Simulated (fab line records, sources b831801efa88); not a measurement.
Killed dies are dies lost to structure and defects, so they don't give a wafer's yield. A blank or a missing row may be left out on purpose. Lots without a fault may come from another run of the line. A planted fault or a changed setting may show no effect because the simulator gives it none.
fab line records | flow sky130
record lots=13 wafers=39 last_day=50
route steps=708 shown DNWELL@39
lots that met no fault: from a run of the same line without faults
start_h: hours from the record's first day to the start of the lot's first wafer shown | wait_h: hours since the lot's step before | " the same as in the row above | L1.1+2: a row that stands for several wafers | - no value, or no start given | * or withheld: withheld | < > ~ a bound
route shown NAME@n: a module of which the file shows steps, and the number in the route of the first | usual: mean/standard deviation of fault-free wafers | same: alike in all rows | chamber/n: place in a boat | sites: the reading at each site | _std_site: their standard deviation | _edge_site: outer sites' mean less inner sites' | radius_mm: how far each site lies from the wafer's centre | mask NAME#n: copy n | behind: the tool/chamber that last shaped the wafer | hold: why the lot was held/for how many hours/how that ended | device: the transistor (n, p or np) that didn't switch | end of line: the same wafers' tests at the end of the route | a step without rows: its recipe alone | killed: dies lost to structure and defects at the first sort, not the wafer's yield | map: a wafer's dies, x killed, . not, _ none there
set.NAME: the setting as run; set.NAME@STEP: as run at that earlier step | model.NAME: the simulator's own value behind a step, which no gauge read
steps of the route over a sample of lots; a table a step, a row a wafer
services: from which hour (start_h, from the record's first day; less than 0 if before it) a tool's chamber was out of use, for how many hours, and why
## steps
# step SKY_DNWELL_EXPOSE_04
# recipe mask_id=DNM na=0.57 target_cd_nm=3000 dose_mj=222
# usual reticle_temp_C=23.02/0.11
# columns lot.wafer tool chamber start_h wait_h mask reticle_temp_C
L672.2 iline_stepper-01 0 48.24 - DNM#0 23.03
L672.5 " 0 " " DNM#0 22.93
L672.6 " 0 " " DNM#0 23.02
L675.1 iline_stepper-01 0 63.41 - DNM#0 22.98
L675.5 " 0 " " DNM#0 23.02
L675.6 " 0 " " DNM#0 23.01
L676.1 iline_stepper-02 0 67.25 - DNM#0 22.91
L676.4 " 0 " " DNM#0 22.92
L676.6 " 0 " " DNM#0 22.90
L677.1 iline_stepper-02 0 72.11 - DNM#0 22.99
L677.2 " 0 " " DNM#0 23.25
L677.3 " 0 " " DNM#0 23.25
L678.3 iline_stepper-02 0 80.66 - DNM#0 23.14
L678.4 " 0 " " DNM#0 23.07
L678.6 " 0 " " DNM#0 23.10
L680.1 iline_stepper-02 0 87.54 - DNM_R1#0 22.99
L680.3 " 0 " " DNM_R1#0 23.04
L680.6 " 0 " " DNM_R1#0 22.89
L685.3 iline_stepper-02 0 111.59 - DNM#0 22.87
L685.4 " 0 " " DNM#0 23.04
L685.6 " 0 " " DNM#0 22.92
L687.1 iline_stepper-01 0 131.09 - DNM#0 23.09
L687.4 " 0 " " DNM#0 23.26
L687.5 " 0 " " DNM#0 22.95
L689.2 iline_stepper-02 0 135.77 - DNM#0 23.14
L689.5 " 0 " " DNM#0 23.03
L689.6 " 0 " " DNM#0 22.92
L690.1 iline_stepper-02 0 139.56 - DNM#0 22.97
L690.2 " 0 " " DNM#0 23.03
L690.4 " 0 " " DNM#0 22.96
L692.2 iline_stepper-02 0 153.89 - DNM#0 22.91
L692.3 " 0 " " DNM#0 22.92
L692.4 " 0 " " DNM#0 22.90
L693.1 iline_stepper-02 0 160.16 - DNM#0 23.06
L693.3 " 0 " " DNM#0 23.09
L693.6 " 0 " " DNM#0 23.17
L695.1 iline_stepper-02 0 168.96 - DNM#0 23.01
L695.4 " 0 " " DNM#0 23.26
L695.6 " 0 " " DNM#0 23.07
## services
# columns tool chamber start_h hours kind
iline_stepper-02 0 87.77 - calibration
iline_stepper-02 - 90.81 1.7 pm
iline_stepper-02 - 101.15 4.4 pm
iline_stepper-01 - 107.82 1.7 pm
iline_stepper-01 0 125.77 - calibration
iline_stepper-01 - 156.15 10.1 repair
## key
first_sign step=SKY_DNWELL_EXPOSE_04 reading=mask direction=changed
effect none on later readings
met_at SKY_DNWELL_EXPOSE_04
struck_lots L680
sort_left_out L680.1,L680.3,L680.6
tester_left_out L680
onset_between 80.66 87.54
fault kind=wrong_mask tool=any chamber=- onset_h=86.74 steps=SKY_DNWELL_EXPOSE_04 aux_copy=DNM_R1#0 cd_offset_nm=-600 scope=struck_lots_only
# tester_left_out: of these lots the tester's yield and bins aren't shown, on N5 and GAA mostly nor the transistor test; their killed dies are dies lost to structure and defects alone, not to doping, threshold or leakage, so they don't give the yield
# sort_left_out: the simulated sort isn't trusted on such a fault, so these wafers' sort isn't shown, and their yield isn't known
